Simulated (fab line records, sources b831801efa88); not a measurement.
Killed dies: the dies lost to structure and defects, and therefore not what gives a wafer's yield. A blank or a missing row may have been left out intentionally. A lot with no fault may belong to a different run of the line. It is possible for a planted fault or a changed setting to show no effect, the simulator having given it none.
The tool behind it: which one? || flow sky130 || 14 lots, 42 wafers sampled, at 3 steps of a route of 708

## WHAT THE GAUGES READ, wafer by wafer
SKY_METAL3_CD_MEAS_13: the cd target is 300 nm. Usual: cd_nm at 299.7 nm, with a standard deviation of 1.5.
{"lot": "L864", "measured": "day 38 20:01", "on": "cd_sem-01", "cd_nm (nm)": "298.6 298.3 297.6", "flag": ""}
{"lot": "L865", "measured": "day 39 03:59", "on": "cd_sem-02", "cd_nm (nm)": "298.4 300.4 299.2", "flag": ""}
{"lot": "L866", "measured": "day 39 13:49", "on": "cd_sem-02", "cd_nm (nm)": "303.0 302.2 303.2", "flag": ""}
{"lot": "L867", "measured": "day 40 04:41", "on": "cd_sem-02", "cd_nm (nm)": "303.3 303.5 303.4", "flag": ""}
{"lot": "L869", "measured": "day 40 16:17", "on": "cd_sem-01", "cd_nm (nm)": "298.8 297.9 298.6", "flag": ""}
{"lot": "L870", "measured": "day 41 06:28", "on": "cd_sem-01", "cd_nm (nm)": "301.5 300.2 301.1", "flag": ""}
{"lot": "L871", "measured": "day 41 13:40", "on": "cd_sem-01", "cd_nm (nm)": "303.2 301.9 300.7", "flag": ""}
{"lot": "L874", "measured": "day 42 00:50", "on": "cd_sem-02", "cd_nm (nm)": "297.9 298.6 300.8", "flag": ""}
{"lot": "L879", "measured": "day 43 07:24", "on": "cd_sem-01", "cd_nm (nm)": "360.2 359.5 360.1 360.6 359.8 360.1", "flag": "OFF"}
{"lot": "L878", "measured": "day 43 08:20", "on": "cd_sem-02", "cd_nm (nm)": "299.0 299.9 298.7", "flag": ""}
{"lot": "L881", "measured": "day 44 04:49", "on": "cd_sem-02", "cd_nm (nm)": "298.5 298.9 299.1", "flag": ""}
{"lot": "L882", "measured": "day 44 09:37", "on": "cd_sem-02", "cd_nm (nm)": "346.8 348.2 346.5 346.7 347.7 346.3", "flag": "OFF"}
{"lot": "L886", "measured": "day 45 07:24", "on": "cd_sem-02", "cd_nm (nm)": "301.1 300.0 300.0", "flag": ""}
{"lot": "L887", "measured": "day 45 11:43", "on": "cd_sem-01", "cd_nm (nm)": "297.5 297.2 299.1", "flag": ""}

## TOOL THAT RAN EACH LOT (tool first, then ch and the chambers of the sampled wafers, then the start)
{"lot": "L864", "SKY_CAPM_METAL_ETCH_13": "rie_metal-02 ch 0,1, day 37 17:53", "SKY_METAL3_EXPOSE_10": "krf_scanner-02 ch 0, day 38 07:32"}
{"lot": "L865", "SKY_CAPM_METAL_ETCH_13": "rie_metal-01 ch 0, day 38 01:41", "SKY_METAL3_EXPOSE_10": "krf_scanner-01 ch 0, day 38 15:05"}
{"lot": "L866", "SKY_CAPM_METAL_ETCH_13": "rie_metal-02 ch 0,1, day 38 11:53", "SKY_METAL3_EXPOSE_10": "krf_scanner-01 ch 0, day 39 01:53"}
{"lot": "L867", "SKY_CAPM_METAL_ETCH_13": "rie_metal-01 ch 0,1, day 39 02:47", "SKY_METAL3_EXPOSE_10": "krf_scanner-01 ch 0, day 39 15:54"}
{"lot": "L869", "SKY_CAPM_METAL_ETCH_13": "rie_metal-02 ch 0, day 39 15:08", "SKY_METAL3_EXPOSE_10": "krf_scanner-01 ch 0, day 40 04:58"}
{"lot": "L870", "SKY_CAPM_METAL_ETCH_13": "rie_metal-01 ch 0,1, day 40 05:53", "SKY_METAL3_EXPOSE_10": "krf_scanner-02 ch 0, day 40 18:08"}
{"lot": "L871", "SKY_CAPM_METAL_ETCH_13": "rie_metal-01 ch 0,1, day 40 12:38", "SKY_METAL3_EXPOSE_10": "krf_scanner-01 ch 0, day 41 02:14"}
{"lot": "L874", "SKY_CAPM_METAL_ETCH_13": "rie_metal-01 ch 0,1, day 40 23:56", "SKY_METAL3_EXPOSE_10": "krf_scanner-01 ch 0, day 41 12:23"}
{"lot": "L879", "SKY_CAPM_METAL_ETCH_13": "rie_metal-01 ch 0,1, day 42 07:05", "SKY_METAL3_EXPOSE_10": "krf_scanner-02 ch 0, day 42 19:19"}
{"lot": "L878", "SKY_CAPM_METAL_ETCH_13": "rie_metal-02 ch 0,1, day 42 08:29", "SKY_METAL3_EXPOSE_10": "krf_scanner-01 ch 0, day 42 20:58"}
{"lot": "L881", "SKY_CAPM_METAL_ETCH_13": "rie_metal-03 ch 1, day 43 05:29", "SKY_METAL3_EXPOSE_10": "krf_scanner-01 ch 0, day 43 17:05"}
{"lot": "L882", "SKY_CAPM_METAL_ETCH_13": "rie_metal-02 ch 0,1, day 43 10:50", "SKY_METAL3_EXPOSE_10": "krf_scanner-02 ch 0, day 43 22:34"}
{"lot": "L886", "SKY_CAPM_METAL_ETCH_13": "rie_metal-03 ch 0,1, day 44 08:27", "SKY_METAL3_EXPOSE_10": "krf_scanner-01 ch 0, day 44 20:21"}
{"lot": "L887", "SKY_CAPM_METAL_ETCH_13": "rie_metal-02 ch 0,1, day 44 12:59", "SKY_METAL3_EXPOSE_10": "krf_scanner-01 ch 0, day 45 01:10"}
- SKY_CAPM_METAL_ETCH_13: etches TiN in Cl2/BCl3, stops on SiO2, target depth 220 nm, time 62.9 s.
- SKY_METAL3_EXPOSE_10: exposes mask MM3, target cd 300 nm.

## AS READ BY THE TOOLS THEMSELVES (means over the sampled wafers that have a number; for cases with no such wafer, the mark the record gives instead)
SKY_CAPM_METAL_ETCH_13. Usual: drypump_motor_current_A 5.9 A, standard deviation 0.65; oes_product_au 0.938 a.u., standard deviation 0.0073; throttle_valve_pct 21.905 %, standard deviation 0.0097.
{"lot": "L864", "tool": "rie_metal-02", "drypump_motor_current_A (A)": 5.3, "oes_product_au (a.u.)": 0.940, "throttle_valve_pct (%)": 21.901, "flag": ""}
{"lot": "L865", "tool": "rie_metal-01", "drypump_motor_current_A (A)": 6.5, "oes_product_au (a.u.)": 0.932, "throttle_valve_pct (%)": 21.906, "flag": ""}
{"lot": "L866", "tool": "rie_metal-02", "drypump_motor_current_A (A)": 5.3, "oes_product_au (a.u.)": 0.937, "throttle_valve_pct (%)": 21.905, "flag": ""}
{"lot": "L867", "tool": "rie_metal-01", "drypump_motor_current_A (A)": 6.3, "oes_product_au (a.u.)": 0.948, "throttle_valve_pct (%)": 21.909, "flag": ""}
{"lot": "L869", "tool": "rie_metal-02", "drypump_motor_current_A (A)": 4.7, "oes_product_au (a.u.)": 0.937, "throttle_valve_pct (%)": 21.910, "flag": ""}
{"lot": "L870", "tool": "rie_metal-01", "drypump_motor_current_A (A)": 6.0, "oes_product_au (a.u.)": 0.943, "throttle_valve_pct (%)": 21.904, "flag": ""}
{"lot": "L871", "tool": "rie_metal-01", "drypump_motor_current_A (A)": 6.0, "oes_product_au (a.u.)": 0.932, "throttle_valve_pct (%)": 21.914, "flag": ""}
{"lot": "L874", "tool": "rie_metal-01", "drypump_motor_current_A (A)": 6.2, "oes_product_au (a.u.)": 0.946, "throttle_valve_pct (%)": 21.901, "flag": ""}
{"lot": "L879", "tool": "rie_metal-01", "drypump_motor_current_A (A)": 6.2, "oes_product_au (a.u.)": 0.947, "throttle_valve_pct (%)": 21.905, "flag": ""}
{"lot": "L878", "tool": "rie_metal-02", "drypump_motor_current_A (A)": 5.3, "oes_product_au (a.u.)": 0.941, "throttle_valve_pct (%)": 21.902, "flag": ""}
{"lot": "L881", "tool": "rie_metal-03", "drypump_motor_current_A (A)": 6.2, "oes_product_au (a.u.)": 0.937, "throttle_valve_pct (%)": 21.910, "flag": ""}
{"lot": "L882", "tool": "rie_metal-02", "drypump_motor_current_A (A)": 5.3, "oes_product_au (a.u.)": 0.946, "throttle_valve_pct (%)": 21.896, "flag": ""}
{"lot": "L886", "tool": "rie_metal-03", "drypump_motor_current_A (A)": 6.0, "oes_product_au (a.u.)": 0.942, "throttle_valve_pct (%)": 21.899, "flag": ""}
{"lot": "L887", "tool": "rie_metal-02", "drypump_motor_current_A (A)": 5.9, "oes_product_au (a.u.)": 0.935, "throttle_valve_pct (%)": 21.904, "flag": ""}

SKY_METAL3_EXPOSE_10. Usual: exposure_dose_mJ_cm2 at 27.93, with a standard deviation of 0.034.
{"lot": "L864", "tool": "krf_scanner-02", "exposure_dose_mJ_cm2": 27.96, "flag": ""}
{"lot": "L865", "tool": "krf_scanner-01", "exposure_dose_mJ_cm2": 27.93, "flag": ""}
{"lot": "L866", "tool": "krf_scanner-01", "exposure_dose_mJ_cm2": 27.93, "flag": ""}
{"lot": "L867", "tool": "krf_scanner-01", "exposure_dose_mJ_cm2": 27.89, "flag": ""}
{"lot": "L869", "tool": "krf_scanner-01", "exposure_dose_mJ_cm2": 27.94, "flag": ""}
{"lot": "L870", "tool": "krf_scanner-02", "exposure_dose_mJ_cm2": 27.99, "flag": ""}
{"lot": "L871", "tool": "krf_scanner-01", "exposure_dose_mJ_cm2": 27.94, "flag": ""}
{"lot": "L874", "tool": "krf_scanner-01", "exposure_dose_mJ_cm2": 27.93, "flag": ""}
{"lot": "L879", "tool": "krf_scanner-02", "exposure_dose_mJ_cm2": 19.72, "flag": "OFF"}
{"lot": "L878", "tool": "krf_scanner-01", "exposure_dose_mJ_cm2": 27.92, "flag": ""}
{"lot": "L881", "tool": "krf_scanner-01", "exposure_dose_mJ_cm2": 27.89, "flag": ""}
{"lot": "L882", "tool": "krf_scanner-02", "exposure_dose_mJ_cm2": 21.41, "flag": "OFF"}
{"lot": "L886", "tool": "krf_scanner-01", "exposure_dose_mJ_cm2": 27.95, "flag": ""}
{"lot": "L887", "tool": "krf_scanner-01", "exposure_dose_mJ_cm2": 27.89, "flag": ""}

## THE ANSWER, worked out from the rows above alone
Rule: a lot counts as off when the mean over its wafers that have a number is more than 3 standard deviations away from the usual mean. A lot without any number at a reading at which 4 lots or more have one is off too. The other lots that the step has rows for count as sound. Order of review: gauges by route order, followed by the tools' own readings, for which a lot's mean as printed above is used. At the first step where some lot is off, the reading lying furthest off is the one used; lots without a number count as furthest.
Off: L879, L882 (SKY_METAL3_CD_MEAS_13, cd_nm).
If a tool, at a process step before that reading, ran all the lots that are off and no sound lot after the first of them, it fits. Not tried: the gauges at SKY_METAL3_CD_MEAS_13; whatever is off there is also off at SKY_METAL3_EXPOSE_10, on other tools, and gauge error can't account for it. One fits: SKY_METAL3_EXPOSE_10 on krf_scanner-02. A fault onset in the window from L870 (day 40 18:08, its last sound lot) to L879 (day 42 19:19, its first lot off) fits.
On the lots that are off, the tool's own readings at SKY_METAL3_EXPOSE_10 differ by more than 5 times the standard deviation of the sound lots' means, which bears it out; exposure_dose_mJ_cm2 reads 20.56 there versus 27.93 on the sound lots.

## WHAT THE SIMULATOR HAD INSERTED
Process parameter drift: krf_scanner-02, from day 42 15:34 on, at SKY_METAL3_EXPOSE_10. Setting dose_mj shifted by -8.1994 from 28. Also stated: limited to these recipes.
Shown lots that were struck: L879, L882. The same result came from the rule above.
